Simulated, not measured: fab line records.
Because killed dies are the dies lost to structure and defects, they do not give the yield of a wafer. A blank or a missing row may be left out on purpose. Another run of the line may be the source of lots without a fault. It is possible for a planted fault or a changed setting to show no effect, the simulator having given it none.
Shared-tool check | flow sky130 | 48 wafers sampled across 13 lots

WHAT PROMPTED THE OPENING
Of 13 lots, 3 have the reading PWDE_TW flagged at SKY_PWDE_TW_MEAS_10. No-fault wafers: 376.8, standard deviation 2.9.
Rule: flag the lot when none of its wafers has a number, or when each of its wafers that has one lies beyond 4 standard deviations from that mean. The rest of the lots are taken to be sound.

lot  | measured    | on           | PWDE_TW, wafer by wafer             | flag
L902 | day 3 19:22 | filmMetro-01 | 370.6 369.8 370.7                   | 
L904 | day 4 07:58 | filmMetro-04 | 377.9 376.5 374.8                   | 
L906 | day 4 20:11 | filmMetro-03 | 377.2 376.9 377.7                   | 
L907 | day 4 21:55 | filmMetro-03 | 378.8 375.3 376.2                   | 
L909 | day 5 07:21 | filmMetro-01 | 373.1 374.6 373.6                   | 
L912 | day 6 11:22 | filmMetro-03 | 378.7 377.4 379.6                   | 
L915 | day 6 20:22 | filmMetro-01 | 371.6 372.1 373.7                   | 
L917 | day 7 08:24 | filmMetro-03 | 467.5 469.0 466.4 467.4 469.2 472.5 | FLAGGED
L918 | day 7 12:32 | filmMetro-03 | 468.0 467.9 466.4 469.2 471.2 469.1 | FLAGGED
L919 | day 7 20:38 | filmMetro-04 | 469.8 470.2 469.4 468.6 467.5 466.9 | FLAGGED
L920 | day 7 23:34 | filmMetro-03 | 380.8 379.8 379.4                   | 
L923 | day 8 21:40 | filmMetro-01 | 372.1 374.2 376.0                   | 
L924 | day 8 22:37 | filmMetro-01 | 372.5 372.5 372.2                   | 
The numbers of the flagged lots are 468.7 on average: +91.9 against the usual, or +32 standard deviations.

WHICH TOOL RAN EACH LOT
The record keeps 1 process step preceding the reading, out of 708 steps on the route. In each cell: the tool, then ch and the chambers that the sampled wafers went through, then the start.
lot  | flag    | SKY_PWDE_IMPLANT_08
L902 |         | implanter-02 ch 0, day 3 19:09
L904 |         | implanter-04 ch 0, day 4 07:45
L906 |         | implanter-02 ch 0, day 4 19:58
L907 |         | implanter-04 ch 0, day 4 21:40
L909 |         | implanter-04 ch 0, day 5 07:06
L912 |         | implanter-02 ch 0, day 6 11:07
L915 |         | implanter-04 ch 0, day 6 20:07
L917 | FLAGGED | implanter-02 ch 0, day 7 07:50
L918 | FLAGGED | implanter-03 ch 0, day 7 11:58
L919 | FLAGGED | implanter-04 ch 0, day 7 20:04
L920 |         | implanter-02 ch 0, day 7 23:20
L923 |         | implanter-03 ch 0, day 8 21:25
L924 |         | implanter-04 ch 0, day 8 22:22
What the steps here do:
- SKY_PWDE_IMPLANT_08
- SKY_PWDE_TW_MEAS_10

FLAGGED AGAINST TOTAL, ONE TOOL AT A TIME (gauges that did the reading follow at the end)
step                | tool         | lots run | flagged | share of the flagged lots | sound lots run after its first flagged lot
SKY_PWDE_IMPLANT_08 | implanter-02 | 5        | 1       | some                      | 1 (L920)
SKY_PWDE_IMPLANT_08 | implanter-03 | 2        | 1       | some                      | 1 (L923)
SKY_PWDE_IMPLANT_08 | implanter-04 | 6        | 1       | some                      | 1 (L924)
SKY_PWDE_TW_MEAS_10 | filmMetro-01 | 5        | 0       | none                      | -
SKY_PWDE_TW_MEAS_10 | filmMetro-03 | 6        | 2       | some                      | 1 (L920)
SKY_PWDE_TW_MEAS_10 | filmMetro-04 | 2        | 1       | some                      | 0

WHAT THE TABLE PERMITS
No row of the table ran every flagged lot.

WHAT THE SIMULATOR HAD INSERTED
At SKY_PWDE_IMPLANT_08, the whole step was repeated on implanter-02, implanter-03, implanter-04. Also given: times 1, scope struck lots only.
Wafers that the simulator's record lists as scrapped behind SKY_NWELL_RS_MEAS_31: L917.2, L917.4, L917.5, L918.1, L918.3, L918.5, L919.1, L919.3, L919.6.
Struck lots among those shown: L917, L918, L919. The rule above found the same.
